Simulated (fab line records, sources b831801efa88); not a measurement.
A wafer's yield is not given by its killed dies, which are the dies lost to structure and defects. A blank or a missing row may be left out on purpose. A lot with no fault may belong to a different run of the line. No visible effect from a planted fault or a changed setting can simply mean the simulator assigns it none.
Problem report in the 8D (eight disciplines) form, filled by code | flow sky130 | the parts of the form that need people (team, actions taken, sign-off) are left out

## 1. THE PROBLEM
doseIonsCm2 at SKY_LDD_N_IMPLANT_13 reads a mean of 2.073e+12 on 6 wafers of 2 lots; wafers without a fault read 5.002e+12 with a standard deviation of 4.9e+09. That is -99 or more standard deviations from the usual mean.
First observed at day 20 16:37: wafer L539.3, on implanter-01. The record holds 18 wafers of 6 lots with a number at this step. By rule, "out" or "out of limits" means more than 4 standard deviations away from the usual mean. The other wafers with a number count as sound.

## 2. WHAT IT IS, AND WHAT IT ISN'T
question                    | is                            | is not
which readings at this step | doseIonsCm2, faradayCurrentUA | endStationPressureTorr
which lots                  | L539, L540                    | L535, L547, L551, L554
which wafers of those lots  | all that have a number        | -
read on which tools         | implanter-01                  | implanter-02, implanter-03
when                        | from day 20 16:37             | up to then (3 sound wafers); but 9 sound wafers of L547, L551, L554 came after

## 3. THE SUSPECTS, EACH WITH WHAT RULES IT OUT
Counting: a tool stays on the suspect list if, at a process step up to the reading, it processed all lots that are out and no sound lot following the first of them.
- implanter-01 at SKY_LDD_N_IMPLANT_13: kept. All lots that are out passed through it, beginning with L539 at day 20 16:37, and no sound lot followed; its final sound lot before that point was L535 at day 19 07:22. Its own readings are out on those wafers: doseIonsCm2, faradayCurrentUA.
After counting, what remains is implanter-01 at SKY_LDD_N_IMPLANT_13.

## 4. THE CAUSE (what the simulator had put in)
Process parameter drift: implanter-01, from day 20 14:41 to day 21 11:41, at SKY_LDD_N_IMPLANT_13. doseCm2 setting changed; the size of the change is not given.
After counting, this tool was the only one left.

## 5. SEQUENCE OF EFFECTS, ordered by route
Rows list readings where the struck wafers' mean (over those with a number) sits beyond 3 standard deviations from the usual. Only readings for which the record gives a usual standard deviation are gone through. hours: the time from each lot's start at the first step in this table that gives one to its start at this step, as a median over the lots. sigmas: the change in usual standard deviations.
hours | step                 | reading          | usual     | on struck wafers | change     | sigmas
0     | SKY_LDD_N_IMPLANT_13 | doseIonsCm2      | 5.002e+12 | 2.073e+12        | -2.929e+12 | -99 or more
0     | SKY_LDD_N_IMPLANT_13 | faradayCurrentUA | 28.2      | 11.7             | -16.5      | -27
The process steps in it:
- SKY_LDD_N_IMPLANT_13

## 6. HOW IT WOULD HAVE BEEN CAUGHT EARLIER
In this record no reading fell out of limits until day 20 16:37, 2 hours after the fault had begun at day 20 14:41.
